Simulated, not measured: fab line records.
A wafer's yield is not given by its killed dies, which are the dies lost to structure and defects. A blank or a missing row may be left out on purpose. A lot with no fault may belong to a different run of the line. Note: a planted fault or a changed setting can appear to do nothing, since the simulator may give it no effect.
Which tool did it? :: flow sky130 :: 15 lots, 45 wafers sampled, at 4 steps of a route of 708

== WHAT THE GAUGES READ, wafer by wafer ==
SKY_METAL1_RS_MEAS_05: uses a four-point probe to measure.
lot: L661
measured: day 31 11:31
on: film metro-01
METAL1_ALCU_RS (ohm/sq): 0.1270 0.1269 0.1252

lot: L664
measured: day 32 14:25
on: film metro-02
METAL1_ALCU_RS (ohm/sq): 0.1288 0.1282 0.1271

lot: L665
measured: day 33 06:58
on: film metro-04
METAL1_ALCU_RS (ohm/sq): 0.1272 0.1269 0.1276

lot: L666
measured: day 33 13:22
on: film metro-02
METAL1_ALCU_RS (ohm/sq): 0.1275 0.1254 0.1262

lot: L667
measured: day 33 15:34
on: film metro-02
METAL1_ALCU_RS (ohm/sq): 0.1249 0.1255 0.1240

lot: L669
measured: day 34 07:08
on: film metro-01
METAL1_ALCU_RS (ohm/sq): 0.1261 0.1261 0.1240

lot: L670
measured: day 34 11:31
on: film metro-04
METAL1_ALCU_RS (ohm/sq): 0.1254 0.1271 0.1270

lot: L671
measured: day 35 05:24
on: film metro-02
METAL1_ALCU_RS (ohm/sq): 0.1249 0.1250 0.1254

lot: L672
measured: day 35 06:34
on: film metro-02
METAL1_ALCU_RS (ohm/sq): 8.6605 8.6264 8.6074

lot: L673
measured: day 35 16:01
on: film metro-01
METAL1_ALCU_RS (ohm/sq): 8.5670 8.6433 8.6503

lot: L674
measured: day 35 21:20
on: film metro-02
METAL1_ALCU_RS (ohm/sq): 8.6289 8.6099 8.6060

lot: L680
measured: day 37 21:03
on: film metro-01
METAL1_ALCU_RS (ohm/sq): 0.1243 0.1259 0.1260

lot: L681
measured: day 38 00:49
on: film metro-04
METAL1_ALCU_RS (ohm/sq): 0.1278 0.1274 0.1280

lot: L683
measured: day 38 05:45
on: film metro-04
METAL1_ALCU_RS (ohm/sq): 0.1258 0.1266 0.1279

lot: L684
measured: day 38 12:39
on: film metro-04
METAL1_ALCU_RS (ohm/sq): 0.1288 0.1288 0.1288

SKY_METAL1_THK_MEAS_06: measures by xrf.
lot: L661
measured: day 31 11:37
on: film metro-01
METAL1_ALCU_THK (nm): 242 243 248

lot: L664
measured: day 32 14:32
on: film metro-02
METAL1_ALCU_THK (nm): 245 246 248

lot: L665
measured: day 33 07:05
on: film metro-04
METAL1_ALCU_THK (nm): 241 243 243

lot: L666
measured: day 33 13:29
on: film metro-02
METAL1_ALCU_THK (nm): 248 252 250

lot: L667
measured: day 33 15:41
on: film metro-02
METAL1_ALCU_THK (nm): 250 249 253

lot: L669
measured: day 34 07:14
on: film metro-01
METAL1_ALCU_THK (nm): 242 244 247

lot: L670
measured: day 34 11:37
on: film metro-04
METAL1_ALCU_THK (nm): 247 244 243

lot: L671
measured: day 35 05:31
on: film metro-02
METAL1_ALCU_THK (nm): 250 252 249

lot: L672
measured: day 35 06:41
on: film metro-02
METAL1_ALCU_THK (nm): <0 <0 <0

lot: L673
measured: day 35 16:08
on: film metro-01
METAL1_ALCU_THK (nm): <1 <1 <1

lot: L674
measured: day 35 21:27
on: film metro-02
METAL1_ALCU_THK (nm): <0 <0 <0

lot: L680
measured: day 37 21:10
on: film metro-01
METAL1_ALCU_THK (nm): 248 243 242

lot: L681
measured: day 38 00:56
on: film metro-04
METAL1_ALCU_THK (nm): 243 243 241

lot: L683
measured: day 38 05:52
on: film metro-04
METAL1_ALCU_THK (nm): 245 246 243

lot: L684
measured: day 38 12:46
on: film metro-04
METAL1_ALCU_THK (nm): 239 240 240

== WHAT TOOL EACH LOT RAN ON (gives the tool, then ch and the chambers of the sampled wafers, and finally the start) ==
lot: L661
SKY_LDD_LDN_STRIP_12: plasma asher-03 ch 0,1, day 22 15:46
SKY_METAL1_SPUTTER_02: pvd sputter-02, day 31 11:23

lot: L664
SKY_LDD_LDN_STRIP_12: plasma asher-01 ch 0,1, day 23 21:53
SKY_METAL1_SPUTTER_02: pvd sputter-01, day 32 14:19

lot: L665
SKY_LDD_LDN_STRIP_12: plasma asher-01 ch 0,1, day 24 12:41
SKY_METAL1_SPUTTER_02: pvd sputter-04, day 33 06:52

lot: L666
SKY_LDD_LDN_STRIP_12: plasma asher-04 ch 0,1, day 24 21:17
SKY_METAL1_SPUTTER_02: pvd sputter-02, day 33 13:16

lot: L667
SKY_LDD_LDN_STRIP_12: plasma asher-03 ch 0,1, day 24 23:26
SKY_METAL1_SPUTTER_02: pvd sputter-01, day 33 15:28

lot: L669
SKY_LDD_LDN_STRIP_12: plasma asher-01 ch 0,1, day 25 21:55
SKY_METAL1_SPUTTER_02: pvd sputter-04, day 34 07:00

lot: L670
SKY_LDD_LDN_STRIP_12: plasma asher-04 ch 0,1, day 26 03:25
SKY_METAL1_SPUTTER_02: pvd sputter-02, day 34 11:23

lot: L671
SKY_LDD_LDN_STRIP_12: plasma asher-01 ch 0,1, day 26 22:14
SKY_METAL1_SPUTTER_02: pvd sputter-01, day 35 05:17

lot: L672
SKY_LDD_LDN_STRIP_12: plasma asher-01 ch 0,1, day 27 00:53
SKY_METAL1_SPUTTER_02: pvd sputter-02, day 35 06:28

lot: L673
SKY_LDD_LDN_STRIP_12: plasma asher-03 ch 0,1, day 27 06:41
SKY_METAL1_SPUTTER_02: pvd sputter-04, day 35 15:55

lot: L674
SKY_LDD_LDN_STRIP_12: plasma asher-01 ch 0, day 27 13:17
SKY_METAL1_SPUTTER_02: pvd sputter-04, day 35 21:14

lot: L680
SKY_LDD_LDN_STRIP_12: plasma asher-04 ch 0,1, day 29 14:23
SKY_METAL1_SPUTTER_02: pvd sputter-02, day 37 20:58

lot: L681
SKY_LDD_LDN_STRIP_12: plasma asher-04 ch 1, day 29 22:41
SKY_METAL1_SPUTTER_02: pvd sputter-04, day 38 00:43

lot: L683
SKY_LDD_LDN_STRIP_12: plasma asher-03 ch 0,1, day 30 04:47
SKY_METAL1_SPUTTER_02: pvd sputter-02, day 38 05:40

lot: L684
SKY_LDD_LDN_STRIP_12: plasma asher-03 ch 0,1, day 30 12:08
SKY_METAL1_SPUTTER_02: pvd sputter-04, day 38 12:32
- SKY_LDD_LDN_STRIP_12: strips in O2/N2.
- SKY_METAL1_SPUTTER_02: material AlCu, target thk 250 nm, time 13.3 s.

== WHAT THE TOOLS THEMSELVES READ (means of the sampled wafers that have a number; where no wafer has one, the mark that the record gives instead) ==
SKY_LDD_LDN_STRIP_12.
lot: L661
tool: plasma asher-03
drypump motor current A (A): 5.9
oes product au (a.u.): 0.719
strip time to endpoint s (s): 14.17

lot: L664
tool: plasma asher-01
drypump motor current A (A): 6.4
oes product au (a.u.): 0.717
strip time to endpoint s (s): 14.21

lot: L665
tool: plasma asher-01
drypump motor current A (A): 6.4
oes product au (a.u.): 0.710
strip time to endpoint s (s): 14.09

lot: L666
tool: plasma asher-04
drypump motor current A (A): 6.2
oes product au (a.u.): 0.716
strip time to endpoint s (s): 14.11

lot: L667
tool: plasma asher-03
drypump motor current A (A): 5.7
oes product au (a.u.): 0.717
strip time to endpoint s (s): 14.17

lot: L669
tool: plasma asher-01
drypump motor current A (A): 6.1
oes product au (a.u.): 0.719
strip time to endpoint s (s): 14.09

lot: L670
tool: plasma asher-04
drypump motor current A (A): 6.2
oes product au (a.u.): 0.716
strip time to endpoint s (s): 14.17

lot: L671
tool: plasma asher-01
drypump motor current A (A): 6.1
oes product au (a.u.): 0.718
strip time to endpoint s (s): 14.15

lot: L672
tool: plasma asher-01
drypump motor current A (A): 6.4
oes product au (a.u.): 0.716
strip time to endpoint s (s): 14.16

lot: L673
tool: plasma asher-03
drypump motor current A (A): 5.9
oes product au (a.u.): 0.715
strip time to endpoint s (s): 14.14

lot: L674
tool: plasma asher-01
drypump motor current A (A): 6.7
oes product au (a.u.): 0.717
strip time to endpoint s (s): 14.30

lot: L680
tool: plasma asher-04
drypump motor current A (A): 6.2
oes product au (a.u.): 0.714
strip time to endpoint s (s): 14.15

lot: L681
tool: plasma asher-04
drypump motor current A (A): 6.4
oes product au (a.u.): 0.720
strip time to endpoint s (s): 14.14

lot: L683
tool: plasma asher-03
drypump motor current A (A): 5.9
oes product au (a.u.): 0.716
strip time to endpoint s (s): 14.13

lot: L684
tool: plasma asher-03
drypump motor current A (A): 5.9
oes product au (a.u.): 0.718
strip time to endpoint s (s): 14.14

SKY_METAL1_SPUTTER_02.
lot: L661
tool: pvd sputter-02
cathode dc power W (W): 10601
chamber pressure pa (Pa): 0.4006
throttle valve pct (%): 30.8

lot: L664
tool: pvd sputter-01
cathode dc power W (W): 10601
chamber pressure pa (Pa): 0.4006
throttle valve pct (%): 30.5

lot: L665
tool: pvd sputter-04
cathode dc power W (W): 10600
chamber pressure pa (Pa): 0.3997
throttle valve pct (%): 29.0

lot: L666
tool: pvd sputter-02
cathode dc power W (W): 10600
chamber pressure pa (Pa): 0.3998
throttle valve pct (%): 31.4

lot: L667
tool: pvd sputter-01
cathode dc power W (W): 10599
chamber pressure pa (Pa): 0.4003
throttle valve pct (%): 30.6

lot: L669
tool: pvd sputter-04
cathode dc power W (W): 10602
chamber pressure pa (Pa): 0.4005
throttle valve pct (%): 28.8

lot: L670
tool: pvd sputter-02
cathode dc power W (W): 10601
chamber pressure pa (Pa): 0.4001
throttle valve pct (%): 30.7

lot: L671
tool: pvd sputter-01
cathode dc power W (W): 10598
chamber pressure pa (Pa): 0.4002
throttle valve pct (%): 31.3

lot: L672
tool: pvd sputter-02
cathode dc power W (W): -
chamber pressure pa (Pa): -
throttle valve pct (%): -

lot: L673
tool: pvd sputter-04
cathode dc power W (W): -
chamber pressure pa (Pa): -
throttle valve pct (%): -

lot: L674
tool: pvd sputter-04
cathode dc power W (W): -
chamber pressure pa (Pa): -
throttle valve pct (%): -

lot: L680
tool: pvd sputter-02
cathode dc power W (W): 10599
chamber pressure pa (Pa): 0.4000
throttle valve pct (%): 31.2

lot: L681
tool: pvd sputter-04
cathode dc power W (W): 10601
chamber pressure pa (Pa): 0.3995
throttle valve pct (%): 28.8

lot: L683
tool: pvd sputter-02
cathode dc power W (W): 10598
chamber pressure pa (Pa): 0.3990
throttle valve pct (%): 30.9

lot: L684
tool: pvd sputter-04
cathode dc power W (W): 10601
chamber pressure pa (Pa): 0.3993
throttle valve pct (%): 29.4

== THE ANSWER, worked out from the rows above alone ==
Rule: what is usual is taken from the lots themselves. Put in order of their means at a reading, lots are off if they are a third of the lots or fewer, leave a main group of 4 or more, and stand apart from it by a gap of 3 or more times the standard deviation of the main group's means; of several such gaps the widest counts. The tables above print the reading to a certain number of digits; a main group whose means all agree to those digits is not used. A lot without any number at a reading at which 4 lots or more have one is off too. Where the step has rows for the other lots, those lots are counted as sound. After the gauges, taken in route order, come the tools' own readings; for these a lot's mean is taken, as printed above. The first step at which some lot is off is used, and at that step the reading that is off furthest; a lot without a number counts as furthest.
Off: L672, L673, L674, seen at SKY_METAL1_RS_MEAS_05 (METAL1_ALCU_RS). Mean 0.1265 ohm/sq and standard deviation 0.0012 in the main group.
A tool fits if, at a process step before that reading, it ran every lot that is off, and no sound lot after the first of them. The gauges at SKY_METAL1_RS_MEAS_05 aren't tried: what is off there is off at SKY_METAL1_SPUTTER_02 too, on other tools, and a gauge's error can't cause that. Not one of the candidates tried fits.

== WHAT THE SIMULATOR PUT IN ==
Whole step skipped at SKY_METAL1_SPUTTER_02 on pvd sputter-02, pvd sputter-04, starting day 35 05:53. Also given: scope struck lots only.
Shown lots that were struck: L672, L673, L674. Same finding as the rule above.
